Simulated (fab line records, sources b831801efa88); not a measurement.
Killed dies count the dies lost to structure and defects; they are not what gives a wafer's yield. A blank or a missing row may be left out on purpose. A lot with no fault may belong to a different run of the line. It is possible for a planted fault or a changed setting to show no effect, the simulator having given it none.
A lot that was struck, set against a sound lot ; flow gf180mcu ; 15 out of 602 route steps
Sound: these wafers, L341.3, L341.5, L341.6. Wafers L331.2, L331.4, L331.6 were the ones struck. Last of all comes the cause.
Order at every step that has rows: each side's tool, ch and its chambers, its first start. Under that, the readings that differ: sound wafers ; struck wafers ; difference of the means ; sigmas: that difference in standard deviations of wafers without a fault.
alike: words and numbers the same on both sides, and readings whose means are apart by under 2 such deviations; not compared: readings that were withheld, readings missing a value for some wafer, numbers with overlapping values and no deviation given by the record, and bounds like >300 which may hide the same value.
A row with sigmas, a row that says differs or no value, or rows on one side alone: a step with any of these is where the two part. Numbers that have no deviation but don't overlap get no sigmas and don't part them. A reading missing from all wafers of one side parts the sides only when that side holds two or more wafers.

first, 2 steps without rows for these wafers: GF_V3_STRIP_19 (strips in post etch residue remover, time 1200 s); GF_V3_CLEAN_20 (cleans in DIW).
GF_V3_SPUTTER_21: material Ti, target thk 15 nm, time 77.09 s.
  sound on pvd sputter-03 at day 28 18:24; struck on pvd sputter-04 at day 25 12:23
  alike: cathode dc power W, chamber pressure pa, substrate temp c, throttle valve pct
GF_V3_SPUTTER_22: material TiN, target thk 10 nm, time 40 s.
  sound on pvd sputter-03 at day 28 18:28; struck on pvd sputter-04 at day 25 12:31
  alike: cathode dc power W, chamber pressure pa, throttle valve pct
GF_V3_CVD_23: deposits W, target thk 350 nm, time 104.9 s.
  sound on cvd w-02 ch 0,1, day 28 18:32; struck on cvd w-01 ch 0,1, day 25 12:35
  alike: heater power outer w, heater power w
GF_V3_RS_MEAS_24: a four-point-probe measurement.
  sound on film metro-03 at day 28 18:39; struck on film metro-01 at day 25 12:43
  alike: V3_W_RS
GF_V3_THK_MEAS_25: measures by xrf.
  sound on film metro-03 at day 28 18:45; struck on film metro-01 at day 25 12:50
  alike: V3_W_THK
GF_V3_CMP_26: polishes, stops on SiO2, t overpolish 15 s, target thk 0 nm.
  sound on cmp-02 ch 2,3, day 28 18:47; struck on cmp-02 ch 0,2,3, day 25 12:56
  alike: motor current A, overpolish run s, time to endpoint s
GF_M4_SPUTTER_00: material Ti, target thk 37.5 nm, time 150 s.
  sound on pvd sputter-03 at day 28 19:05; struck on pvd sputter-02 at day 25 13:11
  alike: cathode dc power W, chamber pressure pa, substrate temp c, throttle valve pct
then, 3 steps without rows for these wafers: GF_M4_SPUTTER_01 (material TiN, target thk 30 nm, time 25 s); GF_M4_SPUTTER_02 (material AlCu, target thk 450 nm, time 23.9 s); GF_M4_SPUTTER_03 (material Ti, target thk 10 nm, time 6.7 s).
GF_M4_SPUTTER_04: material TiN, target thk 50 nm, time 41.7 s.
  sound on pvd sputter-03 at day 28 19:16; struck on pvd sputter-02 at day 25 13:22
  no value came back on the struck wafers for cathode dc power W (W), chamber pressure pa (Pa), throttle valve pct (%); on the sound wafers cathode dc power W (W) reads 6500.7 6498.3 6500.2
GF_M4_THK_MEAS_06: measures by xrf.
  sound on film metro-02 at day 28 19:27; struck on film metro-01 at day 25 13:32
reading;sound;struck;difference;sigmas
M4_ALCU_THK (nm);463 466 468;508 515 516;+47;+11
then, 1 step without rows for these wafers: GF_M4_DEHYDRATE_07 (time 60 s).

## WHERE THEY PART
Earliest at GF_M4_SPUTTER_04; latest, in this record, at GF_M4_THK_MEAS_06.

WHY: what had been put in by the simulator
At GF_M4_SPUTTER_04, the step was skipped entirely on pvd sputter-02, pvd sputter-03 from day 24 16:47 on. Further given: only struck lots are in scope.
